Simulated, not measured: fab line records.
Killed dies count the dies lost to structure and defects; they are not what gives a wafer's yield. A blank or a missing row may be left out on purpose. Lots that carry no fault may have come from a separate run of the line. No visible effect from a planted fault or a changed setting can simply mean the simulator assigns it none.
fab line records ; flow sky130
[record] lots = 10; wafers = 29; last-day = 50
route steps=708 shown VIA3@595 CAP2M@603 METAL4@634 PAD_OPEN@708
lots that met no fault: taken from a fault-free run of the same line
start-h: start of the lot's first displayed wafer, in hours after the record's first day ; wait-h: hours from the lot's prior step to this one ; " unchanged from the row above ; L1.1+2: several wafers, shown together as one row ; - no value, or no start given ; * or withheld: withheld ; < > ~ a bound
route shown NAME@n: names a module that has steps shown in the file, with the first one's number in the route ; usual: the fault-free wafers' mean and standard deviation ; same: alike in all rows ; chamber/n: place in a boat ; sites: readings site by site ; _std_site: the values' standard deviation ; _edge_site: the outer-site mean with the inner-site mean subtracted ; radius-mm: for every site, how far away it sits from the centre of the wafer ; mask NAME#n: copy n ; behind: the tool/chamber that last shaped the wafer ; hold: why the lot was held/for how many hours/how that ended ; device: which transistor (n, p or np) failed to switch ; end of line: the route-end tests of the same wafers ; for a step that has no rows: nothing shown but its recipe ; killed: dies that structure and defects cost at the first sort, which is not the same as the wafer's yield ; map: a wafer's dies, x killed, . not, _ none there
set.NAME: the setting the step ran with; set.NAME@STEP: the setting that earlier step ran with ; model.NAME: the simulator's own value behind a step, which no gauge read
the route's steps for a sample of lots (tables are steps, rows are wafers)
services: the hour from which a tool's chamber was out of use, counted from the record's first day as start-h (under 0 if before that day), plus the number of hours and why
[[steps]]
[step SKY_VIA3_RS_MEAS_22]
[recipe] thk-meas-gauge = four-point-probe; reads = W_of_VIA3_CVD_21+TiN_of_VIA3_SPUTTER_20
[usual] VIA3_W_RS = 0.2956/0.0028
lot.wafer;tool;chamber;start-h;wait-h;VIA3_W_RS[ohm/sq]
L433.2;film-metro-04;-;941.19;0.1;0.2932
L433.3;film-metro-04;-;941.19;0.1;0.2964
L433.4;film-metro-04;-;941.19;0.1;0.2967
L434.2;film-metro-04;-;970.80;0.1;0.2954
L434.5;film-metro-04;-;970.80;0.1;0.2958
L434.6;film-metro-04;-;970.80;0.1;0.2950
L436.1;film-metro-03;-;979.91;0.1;0.2912
L436.2;film-metro-03;-;979.91;0.1;0.2903
L436.3;film-metro-03;-;979.91;0.1;0.2926
L437.2;film-metro-04;-;983.61;0.1;0.2943
L437.4;film-metro-04;-;983.61;0.1;0.2916
L437.5;film-metro-04;-;983.61;0.1;0.2912
L441.1;film-metro-04;-;997.52;0.1;0.2982
L441.3;film-metro-04;-;997.52;0.1;0.2964
L441.4;film-metro-04;-;997.52;0.1;0.2958
L444.3;film-metro-02;-;1024.94;0.1;0.2942
L444.5;film-metro-02;-;1024.94;0.1;0.2955
L446.1;film-metro-03;-;1044.74;0.1;0.2959
L446.4;film-metro-03;-;1044.74;0.1;0.2955
L446.6;film-metro-03;-;1044.74;0.1;0.2932
L450.1;film-metro-04;-;1074.12;0.1;0.2951
L450.5;film-metro-04;-;1074.12;0.1;0.2963
L450.6;film-metro-04;-;1074.12;0.1;0.2907
L451.1;film-metro-03;-;1080.97;0.1;0.2949
L451.2;film-metro-03;-;1080.97;0.1;0.2959
L451.4;film-metro-03;-;1080.97;0.1;0.2987
L452.1;film-metro-02;-;1085.47;0.1;0.2973
L452.2;film-metro-02;-;1085.47;0.1;0.2929
L452.3;film-metro-02;-;1085.47;0.1;0.2917
[step SKY_VIA3_CMP_24]
[recipe] stop-on = SiO2; t-overpolish-s = 20; down-force-psi = 3.5; platen-rpm = 60; target-thk-nm = 0; pad-velocity-m-s = 0.94248
[usual] edge-zone-pressure-frac = 1.000/0.0049; motor-current-A = 10.6/0.91; overpolish-run-s = 20.000/0.0088; retaining-ring-pressure-frac = 1.000/0.0049; time-to-endpoint-s = 94.2/2.8
[same] t-overpolish-s = 20
lot.wafer;tool;chamber;start-h;wait-h;edge-zone-pressure-frac;motor-current-A;overpolish-run-s;retaining-ring-pressure-frac;time-to-endpoint-s
L433.2;cmp-02;2;941.35;0.0;1.003;11.1;20.000;0.995;96.9
L433.3;cmp-02;0;941.35;0.0;1.006;11.1;19.997;1.006;94.9
L433.4;cmp-02;1;941.35;0.0;1.004;10.1;19.991;0.996;94.6
L434.2;cmp-02;1;971.06;0.1;1.007;9.8;19.990;0.988;93.9
L434.6;cmp-02;3;971.06;0.1;0.998;9.2;19.995;1.003;90.3
L434.5;cmp-02;0;971.06;0.1;1.000;11.8;20.000;0.999;93.6
L436.3;cmp-02;0;980.09;0.0;1.000;10.9;20.001;1.005;95.9
L436.2;cmp-02;1;980.09;0.0;1.008;10.1;20.005;0.998;96.2
L436.1;cmp-02;2;980.09;0.0;1.004;10.6;20.010;1.003;99.9
L437.4;cmp-02;1;983.77;0.0;0.999;10.0;20.010;0.988;100.1
L437.2;cmp-02;2;983.77;0.0;0.997;11.7;20.003;0.988;102.0
L437.5;cmp-02;1;983.77;0.0;0.998;10.0;20.003;0.999;98.9
L441.4;cmp-01;3;997.70;0.0;1.002;10.4;20.013;1.000;99.3
L441.3;cmp-01;1;997.70;0.0;0.999;10.6;19.995;0.999;94.3
L441.1;cmp-01;2;997.70;0.0;1.001;10.4;20.011;1.007;97.5
L444.3;cmp-01;1;1025.08;0.0;1.002;10.8;20.005;1.000;93.6
L444.5;cmp-01;2;1025.08;0.0;0.998;10.4;20.012;0.994;91.3
L446.1;cmp-01;3;1045.02;0.1;0.999;10.5;19.996;0.998;94.9
L446.4;cmp-01;0;1045.02;0.1;1.002;12.4;19.990;0.993;95.1
L446.6;cmp-01;1;1045.02;0.1;0.995;11.0;20.009;1.003;97.0
L450.1;cmp-02;3;1074.35;0.1;0.996;9.3;20.006;0.997;94.5
L450.6;cmp-02;2;1074.35;0.1;1.002;11.3;19.989;1.011;94.9
L450.5;cmp-02;3;1074.35;0.1;0.996;9.0;19.996;1.001;92.4
L451.2;cmp-02;1;1081.15;0.0;1.001;10.1;19.993;0.991;89.7
L451.4;cmp-02;3;1081.15;0.0;0.997;9.4;19.989;1.000;91.8
L451.1;cmp-02;0;1081.15;0.0;1.007;11.6;19.985;1.005;89.8
L452.3;cmp-02;3;1085.65;0.0;0.997;9.6;20.012;1.002;91.7
L452.2;cmp-02;0;1085.65;0.0;1.006;11.4;20.008;1.002;90.7
L452.1;cmp-02;1;1085.65;0.0;0.999;10.2;19.983;1.010;93.5
[step SKY_CAP2M_CVD_00]
[recipe] material = SiO2; target-thk-nm = 15.5; temp-c = 400; time-s = withheld; rf-w = 450
[usual] heater-power-w = 688/79
lot.wafer;tool;chamber;start-h;wait-h;heater-power-w
L433.2;pecvd-03;2;941.80;0.0;634
L433.3;pecvd-03;0;941.80;0.0;626
L433.4;pecvd-03;0;941.80;0.0;621
L434.2;pecvd-01;0;971.42;0.0;639
L434.5;pecvd-01;0;971.42;0.0;651
L434.6;pecvd-01;2;971.42;0.0;854
L436.1;pecvd-03;2;980.54;0.0;614
L436.2;pecvd-03;0;980.54;0.0;576
L436.3;pecvd-03;1;980.54;0.0;776
L437.2;pecvd-04;1;984.22;0.0;586
L437.4;pecvd-04;2;984.22;0.0;732
L437.5;pecvd-04;1;984.22;0.0;583
L441.1;pecvd-01;2;998.15;0.0;722
L441.3;pecvd-01;2;998.15;0.0;742
L441.4;pecvd-01;1;998.15;0.0;699
L444.3;pecvd-04;2;1025.54;0.0;758
L444.5;pecvd-04;0;1025.54;0.0;649
L446.1;pecvd-03;2;1045.38;0.0;591
L446.4;pecvd-03;1;1045.38;0.0;729
L446.6;pecvd-03;0;1045.38;0.0;509
L450.1;pecvd-04;0;1074.75;0.0;758
L450.5;pecvd-04;0;1074.75;0.0;767
L450.6;pecvd-04;2;1074.75;0.0;737
L451.1;pecvd-03;1;1081.60;0.0;755
L451.2;pecvd-03;2;1081.60;0.0;753
L451.4;pecvd-03;2;1081.60;0.0;757
L452.1;pecvd-04;1;1086.10;0.0;583
L452.2;pecvd-04;0;1086.10;0.0;734
L452.3;pecvd-04;2;1086.10;0.0;742
[step SKY_METAL4_METAL_ETCH_18]
[recipe] target-depth-a = 8450; stop-on = SiO2; over-etch-frac = 0.3; time-s = 183.1; chemistry = Cl2/BCl3; resist-sidewall-deg = 88; pressure-mtorr = 10; icp-w = 900; bias-w = 48.5; Cl2_flow_sccm = 60; bcl3-flow-sccm = 30
[usual] bcl3-flow-sccm = 29.99/0.083; bias-w = 48.51/0.13; chamber-pressure-mTorr = 10.000/0.0077; drypump-motor-current-A = 5.49/0.29; he-backside-leak-sccm = 3.4/0.31; oes-product-au = 0.867/0.0061; rf-fwd-power-W = 896.8/2.5; throttle-valve-pct = 22.265/0.0092
lot.wafer;tool;chamber;start-h;wait-h;bcl3-flow-sccm;bias-w;chamber-pressure-mTorr;drypump-motor-current-A;he-backside-leak-sccm;oes-product-au;rf-fwd-power-W;rf-hours-counter-h;throttle-valve-pct
L433.2;rie-metal-02;0;990.48;0.0;29.97;48.64;10.000;6.00;3.2;0.874;898.7;18;22.268
L433.3;rie-metal-02;1;990.48;0.0;30.07;48.62;10.000;5.22;3.6;0.877;897.5;-;22.280
L433.4;rie-metal-02;0;990.48;0.0;29.83;48.62;10.000;5.99;3.3;0.864;898.0;-;22.270
L434.2;rie-metal-04;0;1017.74;0.0;29.94;48.43;9.999;5.65;3.5;0.865;892.9;5;22.264
L434.5;rie-metal-04;0;1017.74;0.0;29.98;48.61;9.996;5.66;3.4;0.866;898.5;-;22.258
L434.6;rie-metal-04;1;1017.74;0.0;29.92;48.55;10.008;5.25;3.2;0.864;899.4;-;22.270
L436.1;rie-metal-02;1;1027.33;0.0;29.94;48.49;10.012;5.21;3.3;0.870;896.6;18;22.277
L436.2;rie-metal-02;0;1027.33;0.0;30.06;48.44;10.011;6.04;3.1;0.869;894.0;20;22.261
L436.3;rie-metal-02;1;1027.33;0.0;29.96;48.53;10.004;5.22;3.4;0.866;897.9;-;22.264
L437.2;rie-metal-04;1;1030.24;0.0;29.81;48.51;9.995;5.25;3.2;0.869;899.7;19;22.262
L437.4;rie-metal-04;0;1030.24;0.0;29.98;48.78;10.015;5.66;3.3;0.858;897.2;-;22.282
L437.5;rie-metal-04;1;1030.24;0.0;30.09;48.32;10.001;5.24;6.1;0.864;900.7;-;22.265
L441.1;rie-metal-02;1;1043.13;0.0;29.93;48.32;10.001;5.22;3.4;0.863;898.4;19;22.262
L441.3;rie-metal-02;1;1043.13;0.0;29.91;48.58;9.982;5.22;3.5;0.862;896.1;-;22.268
L441.4;rie-metal-02;0;1043.13;0.0;30.08;48.62;10.001;6.00;3.1;0.865;897.7;-;22.280
L444.3;rie-metal-04;0;1069.31;0.1;29.94;48.54;9.998;5.64;3.6;0.879;1044.6;-;22.271
L444.5;rie-metal-04;0;1069.31;0.1;29.94;48.34;10.008;5.67;3.7;0.871;1039.9;-;22.269
L446.1;rie-metal-04;1;1088.24;0.0;29.97;48.66;9.997;5.24;3.1;0.857;1044.6;24;22.263
L446.4;rie-metal-04;0;1088.24;0.0;30.09;48.48;10.007;5.66;3.4;0.873;1038.1;-;22.276
L446.6;rie-metal-04;0;1088.24;0.0;30.14;48.48;10.012;5.64;3.5;0.872;1041.4;-;22.259
L450.1;rie-metal-02;0;1116.09;0.0;30.04;48.60;9.999;6.02;3.0;0.866;893.9;2;22.271
L450.5;rie-metal-02;1;1116.09;0.0;30.06;48.60;9.991;5.21;3.3;0.870;897.5;-;22.267
L450.6;rie-metal-02;0;1116.09;0.0;30.00;48.45;10.009;6.01;3.1;0.859;894.7;-;22.243
L451.1;rie-metal-02;1;1122.94;0.0;29.91;48.69;9.999;5.22;3.5;0.871;896.6;27;22.260
L451.2;rie-metal-02;0;1122.94;0.0;30.04;48.62;9.998;6.02;3.2;0.868;893.0;3;22.282
L451.4;rie-metal-02;1;1122.94;0.0;29.95;48.53;10.008;5.23;3.5;0.871;895.3;-;22.278
L452.1;rie-metal-03;1;1127.74;0.0;30.06;48.43;9.995;5.28;3.2;0.864;897.3;25;22.264
L452.2;rie-metal-03;0;1127.74;0.0;29.86;48.45;10.008;5.56;3.4;0.877;894.3;10;22.267
L452.3;rie-metal-03;0;1127.74;0.0;29.99;48.35;10.016;5.54;3.3;0.872;898.8;-;22.268
[step SKY_METAL4_STRIP_19]
[recipe] chemistry = O2/N2; power-w = 1400; pressure-mtorr = 1500; platen-temp-c = withheld; o2-flow-sccm = 3000; n2-flow-sccm = 300; overash-fraction = 0.5
[usual] chamber-pressure-mTorr = 1499.9/1.3; drypump-motor-current-A = 5.6/0.43; oes-product-au = 0.503/0.0049; strip-time-to-endpoint-s = 6.55/0.052
lot.wafer;tool;chamber;start-h;wait-h;chamber-pressure-mTorr;drypump-motor-current-A;oes-product-au;rf-hours-counter-h;strip-time-to-endpoint-s
L433.2;plasma-asher-01;1;990.66;0.1;1499.0;5.3;0.511;56;6.49
L433.3;plasma-asher-01;1;990.66;0.1;1501.7;5.3;0.508;-;6.54
L433.4;plasma-asher-01;0;990.66;0.1;1501.2;4.8;0.496;-;6.50
L434.2;plasma-asher-03;0;1017.92;0.1;1497.3;5.5;0.503;118;6.57
L434.5;plasma-asher-03;1;1017.92;0.1;1498.3;5.7;0.505;-;6.62
L434.6;plasma-asher-03;0;1017.92;0.1;1502.5;5.5;0.516;-;6.67
L436.1;plasma-asher-01;1;1027.50;0.1;1498.6;5.3;0.498;59;6.57
L436.2;plasma-asher-01;0;1027.50;0.1;1500.1;4.8;0.499;59;6.50
L436.3;plasma-asher-01;1;1027.50;0.1;1500.1;5.3;0.498;-;6.53
L437.2;plasma-asher-04;1;1030.42;0.1;1500.5;6.0;0.502;27;6.58
L437.4;plasma-asher-04;0;1030.42;0.1;1500.5;6.1;0.504;-;6.56
L437.5;plasma-asher-04;0;1030.42;0.1;1500.7;6.1;0.508;-;6.55
L441.1;plasma-asher-01;0;1043.31;0.1;1499.8;4.8;0.508;61;6.57
L441.3;plasma-asher-01;1;1043.31;0.1;1500.7;5.3;0.510;-;6.59
L441.4;plasma-asher-01;0;1043.31;0.1;1501.2;4.8;0.499;-;6.46
L444.3;plasma-asher-04;1;1069.46;0.1;1500.5;6.0;0.473;-;5.81
L444.5;plasma-asher-04;0;1069.46;0.1;1497.7;6.1;0.467;-;5.77
L446.1;plasma-asher-03;1;1088.42;0.1;1500.5;5.7;0.472;2;5.73
L446.4;plasma-asher-03;1;1088.42;0.1;1501.2;5.7;0.468;-;5.68
L446.6;plasma-asher-03;0;1088.42;0.1;1500.0;5.5;0.470;-;5.64
L450.1;plasma-asher-03;0;1116.27;0.1;1500.5;5.6;0.497;5;6.55
L450.5;plasma-asher-03;1;1116.27;0.1;1500.8;5.8;0.504;-;6.51
L450.6;plasma-asher-03;0;1116.27;0.1;1498.5;5.5;0.498;-;6.57
L451.1;plasma-asher-04;1;1123.12;0.1;1498.7;6.0;0.505;36;6.51
L451.2;plasma-asher-04;0;1123.12;0.1;1499.1;6.1;0.498;36;6.47
L451.4;plasma-asher-04;0;1123.12;0.1;1498.9;6.1;0.508;-;6.56
L452.1;plasma-asher-01;0;1127.92;0.1;1502.6;4.8;0.504;70;6.54
L452.2;plasma-asher-01;1;1127.92;0.1;1501.1;5.3;0.498;70;6.47
L452.3;plasma-asher-01;1;1127.92;0.1;1499.4;5.3;0.501;-;6.51
[step SKY_PAD_OPEN_PROBE_99]
[usual] defect-limited-yield = 82.4/2.1; killed_at_M0_to_M3 = 44/7; killed_at_M4_up = 3.0/1.9; killed-at-contacts = 24/5.4; killed-at-front-end = 15/4.6; killed-at-other = 0.3/0.5; killed-dies = 87/10; killed-open = 47/7; killed-short = 40/6.2; sort_bin_3_pad_short = 0.9/0.5; sort_bin_5_function = 10.4/1.4; sort_bin_6_memory = 6.3/1.2; sort-n-pass = 405/10; sort-yield-pct = 82.4/2.1
[same] gross-dies = 492; killed-at-back-side = 0; sort_bin_4_leakage[%] = 0; sort_bin_8_speed[%] = 0
lot.wafer;tool;chamber;start-h;wait-h;defect-limited-yield[%];killed_at_M0_to_M3;killed_at_M4_up;killed-at-contacts;killed-at-front-end;killed-at-other;killed-dies;killed-open;killed-short;sort_bin_3_pad_short[%];sort_bin_5_function[%];sort_bin_6_memory[%];sort-n-pass;sort-yield-pct[%]
L436.1;prober-02;-;1117.46;0.1;84.3;42;3;22;10;0;77;39;38;1.0;7.1;7.5;415;84.3
L436.2;prober-02;-;1117.51;0.1;81.1;42;2;24;23;2;93;53;40;0.8;10.8;7.3;399;81.1
L436.3;prober-02;-;1117.56;0.2;81.5;48;4;20;19;0;91;49;42;0.6;9.8;8.1;401;81.5
// killed by level:class
L436.1 VIA2:geometric-particle:open=9 LOCAL_INTERCONNECT:geometric-particle:short=7 VIA3:geometric-particle:open=7 LI_CONTACT:geometric-particle:open=6 METAL1:geometric-particle:short=5 CONTACT:geometric-particle:open=4 VIA1:geometric-particle:short=4 VIA1:geometric-particle:open=4
L436.2 VIA3:geometric-particle:open=11 VIA1:geometric-particle:open=9 FIELD_ISO:geometric-particle:short=6 POLY_GATE:geometric-particle:short=6 LI_CONTACT:geometric-particle:open=6 FIELD_ISO:geometric-particle:open=5 CONTACT:geometric-particle:open=5 LOCAL_INTERCONNECT:geometric-particle:short=5
L436.3 VIA1:geometric-particle:open=11 METAL1:geometric-particle:short=11 CONTACT:geometric-particle:open=8 FIELD_ISO:geometric-particle:open=7 VIA2:geometric-particle:short=6 VIA3:geometric-particle:short=6 LI_CONTACT:geometric-particle:open=5 POLY_GATE:geometric-particle:short=4
[[services]]
tool;chamber;start-h;hours;kind
pecvd-03;2;921.16;5.5;scheduled-down
plasma-asher-04;-;923.37;15.6;pm
cmp-02;-;923.91;3.1;repair
pecvd-04;-;949.98;2.9;repair
rie-metal-02;-;957.84;0.3;repair
cmp-01;-;972.43;1.9;repair
cmp-02;-;994.06;6.5;pm
pecvd-04;-;1004.99;0.4;repair
pecvd-04;0;1005.32;5.5;scheduled-down
cmp-02;-;1008.70;4.6;pm
cmp-02;-;1031.77;11.5;pm
pecvd-03;-;1041.29;1.2;repair
rie-metal-02;0;1048.53;-;clean
rie-metal-02;0;1048.53;39.8;scheduled-down
rie-metal-02;0;1048.53;39.8;vent-cycle
plasma-asher-03;-;1055.28;9.0;pm
pecvd-03;0;1057.25;5.5;scheduled-down
pecvd-04;-;1072.89;1.3;repair
cmp-01;-;1084.28;4.0;pm
rie-metal-02;-;1088.93;4.3;pm
pecvd-01;0;1095.33;2.6;repair
cmp-01;-;1103.02;0.5;repair
plasma-asher-04;-;1107.47;4.0;pm
cmp-01;-;1113.44;0.3;repair
[[key]]
[first-sign] step = SKY_METAL4_METAL_ETCH_18; reading = rf-fwd-power-W; direction = up; sigmas = 58; usual = 896.8; struck = 1041.7
[effect] step = SKY_METAL4_STRIP_19; reading = strip-time-to-endpoint-s; direction = down; sigmas = 16; usual = *; struck = *
met-at SKY_METAL4_METAL_ETCH_18
struck-lots L444,L446
not-acting-at SKY_VIA3_RS_MEAS_22,SKY_VIA3_CMP_24,SKY_CAP2M_CVD_00
onset-between 1030.24 1069.31
[fault] kind = process-parameter-drift; tool = rie-metal-04; chamber = -; onset-h = 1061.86; steps = SKY_METAL4_METAL_ETCH_18; channel = icp-w; offset = 144; shape = step; end-h = 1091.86; acts-in = these-recipes-only; stated = 900
